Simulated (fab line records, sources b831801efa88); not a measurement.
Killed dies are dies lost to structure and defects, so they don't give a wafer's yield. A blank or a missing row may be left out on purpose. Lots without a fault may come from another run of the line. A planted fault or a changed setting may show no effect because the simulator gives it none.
One fault seen from 2 desks | flow sfq_line | each desk has only its own numbers; what lay behind them comes last

THE TOOL OWNER'S DESK: rie_metal-04
The tool's own readings at SFQ_TRILAYER_M6_ETCH_METAL_ETCH_162 (etches Nb in Cl2/Ar, stops on SiO2, target depth 240 nm, time 120 s): means of the sampled wafers that have a number, for each lot that ran on this tool. A lot is out of limits, marked OUT, if its mean lies more than 4 standard deviations from the usual mean; the brackets give that distance.
Columns: A = bias_w at SFQ_TRILAYER_M6_ETCH_METAL_ETCH_162, usual 80.01 W; B = drypump_motor_current_A at SFQ_TRILAYER_M6_ETCH_METAL_ETCH_162, usual 6.0 A; C = oes_product_au at SFQ_TRILAYER_M6_ETCH_METAL_ETCH_162, usual 0.896 a.u.
lot  | first seen here | A               | B   | C
L938 | day 81 04:28    | 79.88           | 5.9 | 0.893
L945 | day 83 16:11    | 97.74 (+71) OUT | 5.9 | 0.891
L947 | day 84 07:55    | 97.42 (+70) OUT | 5.9 | 0.894
This desk's finding: out of limits on L945, L947; first on L945, day 83 16:11 (bias_w at SFQ_TRILAYER_M6_ETCH_METAL_ETCH_162). In limits: L938.

THE METROLOGY DESK
What the gauges read, lot by lot, whatever tool the lot ran on: means of the sampled wafers that have a number. A lot is out of limits, marked OUT, if its mean lies more than 4 standard deviations from the usual mean; the brackets give that distance.
Columns: A = M6_NB_RS at SFQ_M6_RS_MEAS_938, usual 0.887 ohm/sq; B = M6_OVL at SFQ_M6_OVL_MEAS_940, usual 1 nm
lot  | first seen here | A     | B
L928 | day 68 17:17    | 0.888 | -5
L938 | day 76 21:17    | 0.892 | -3
L945 | day 79 14:10    | 0.897 | -8
L946 | day 79 15:22    | 0.876 | -2
L947 | day 80 02:29    | 0.892 | 2
L948 | day 80 07:43    | 0.885 | -10
This desk's finding: nothing out of limits on any of the 6 lots.

PUT TOGETHER
The tool owner's desk could have raised an alarm at day 83 16:11, on L945, L947.
The metrology desk saw nothing out of limits.
The metrology desk has L945, L947 on record, within its limits.
Of the lots named, all ran SFQ_TRILAYER_M6_ETCH_METAL_ETCH_162 on rie_metal-04.

WHAT THE SIMULATOR HAD PUT IN
Process parameter drift: rie_metal-04, from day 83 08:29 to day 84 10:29, at SFQ_TRILAYER_M6_ETCH_METAL_ETCH_162. Setting bias_w, moved by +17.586, from 80. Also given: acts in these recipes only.
Lots struck among those shown: L945, L947.
Hours from the fault's start to each desk's first reading out of limits: the tool owner's desk, 8.
